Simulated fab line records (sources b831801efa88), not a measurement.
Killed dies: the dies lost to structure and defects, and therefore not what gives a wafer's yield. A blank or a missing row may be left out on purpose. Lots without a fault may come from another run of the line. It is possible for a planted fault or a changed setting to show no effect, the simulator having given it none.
Split-lot experiment | flow sky130 | 23 wafers read from 5 lots, route of 708 steps

== THE SPLIT ITSELF ==
At SKY_LI_CONTACT_EXPOSE_09 (exposes mask LICM1, target cd 170 nm), the setting dose_mj was moved away from the recipe's 38 on 9 of the 23 wafers read, by -6.0% to +6.1%. This setting was run at the recipe's value on the other wafers.

== FROM THE SPLIT TO THE READING: what the file shows between them, 2 steps ==
- SKY_LI_CONTACT_PEB_10
- SKY_LI_CONTACT_DEVELOP_11: develop time 60 s

== THE READING ==
cd_nm (nm) at SKY_LI_CONTACT_CD_MEAS_12, where the cd target is 170 nm. Typical for fault-free wafers on this fab line: 170.2 nm, with standard deviation 1.3 nm.

wafer  | tool, chamber at the split | dose_mj as run | against the recipe | cd_nm, nm | against lot-mates on the recipe
L077.1 | krf_scanner-02, 0          | 40.31          | +6.1%              | 180.9     | +9.3
L077.2 | krf_scanner-02, 0          | 40.31          | +6.1%              | 180.7     | +9.1
L077.3 | krf_scanner-02, 0          | 38             | recipe             | 171.9     | -
L077.4 | krf_scanner-02, 0          | 38             | recipe             | 172.3     | -
L077.6 | krf_scanner-02, 0          | 38             | recipe             | 170.6     | -
L078.2 | krf_scanner-02, 0          | 35.73          | -6.0%              | 159.0     | -12.2
L078.3 | krf_scanner-02, 0          | 38             | recipe             | 171.2     | -
L078.4 | krf_scanner-02, 0          | 38             | recipe             | 171.3     | -
L078.5 | krf_scanner-02, 0          | 35.73          | -6.0%              | 160.5     | -10.8
L078.6 | krf_scanner-02, 0          | 35.73          | -6.0%              | 158.8     | -12.4
L080.2 | krf_scanner-02, 0          | 38             | recipe             | 168.9     | -
L080.4 | krf_scanner-02, 0          | 38             | recipe             | 170.3     | -
L080.5 | krf_scanner-02, 0          | 38             | recipe             | 169.0     | -
L083.1 | krf_scanner-02, 0          | 39.59          | +4.2%              | 178.4     | +7.5
L083.2 | krf_scanner-02, 0          | 38             | recipe             | 172.3     | -
L083.3 | krf_scanner-02, 0          | 39.59          | +4.2%              | 177.5     | +6.6
L083.4 | krf_scanner-02, 0          | 38             | recipe             | 170.5     | -
L083.5 | krf_scanner-02, 0          | 38             | recipe             | 169.8     | -
L084.1 | krf_scanner-01, 0          | 38             | recipe             | 171.6     | -
L084.2 | krf_scanner-01, 0          | 36.55          | -3.8%              | 164.2     | -6.8
L084.3 | krf_scanner-01, 0          | 38             | recipe             | 170.5     | -
L084.4 | krf_scanner-01, 0          | 36.55          | -3.8%              | 162.4     | -8.6
L084.6 | krf_scanner-01, 0          | 38             | recipe             | 171.0     | -

THE FIT
A straight line over all 23 wafers: cd_nm changes by +1.8 nm for each +1% of dose_mj; r = +0.99; the points scatter about the line by 1 nm.
The same after taking each lot's own level away (the mean of its wafers on the recipe; 23 wafers): +1.79 nm for each +1%; r = +0.99; scatter 0.93 nm.
According to that fit, moving dose_mj by its largest amount changes the reading by 11 nm.
The span of the lots' own levels, 169.40 to 171.60 nm, comes to 1.7 times the standard deviation stated above.
So the lot-to-lot level changes the slope little: the two slopes agree.
Check: for one of the wafers moved furthest among these (+6.1%), held out of the fit, the line's prediction against its lot-mates is +10.8 nm. Against them it came out at +9.3 nm.

== ADDITIONAL SPLITS CARRIED BY THESE WAFERS ==
Note: prior to the reading, these wafers also went through further splits. Each is held against what the fit with the lots' levels taken away leaves over:
other split on the same wafers   | wafers away from the commonest value | r with cd_nm (lot level and that fit taken away)
SKY_SPACER_CVD_00 pressure_mtorr | 18                                   | -0.08
SKY_SD_P_IMPLANT_09 dose_cm2     | 8                                    | +0.03
SKY_SD_N_STRIP_11 power_w        | 4                                    | +0.37
SKY_LI_CONTACT_HDPCVD_00 time_s  | 7                                    | +0.00

== THE WHOLE CHAIN: every reading that the file lists as answering this split, in the file's order ==
step                      | what it does                                                         | reading                                                           | change (the file's fit)              | r (the file's)
SKY_LI_CONTACT_CD_MEAS_12 | target cd 170 nm                                                     | cd_nm                                                             | +1.77 nm for each +1% of the setting | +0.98
SKY_LI_CONTACT_ETCH_14    | etches BARC in N2/H2, stops on SiO2, time 45.9 s, target depth 60 nm | LI_CONTACT.cd_nm (the simulator's own value, which no gauge read) | +1.76 nm for each +1% of the setting | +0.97

== THE FILE'S OWN FIT ==
cd_nm changes by +1.77 nm for each +1% of dose_mj, r = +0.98.
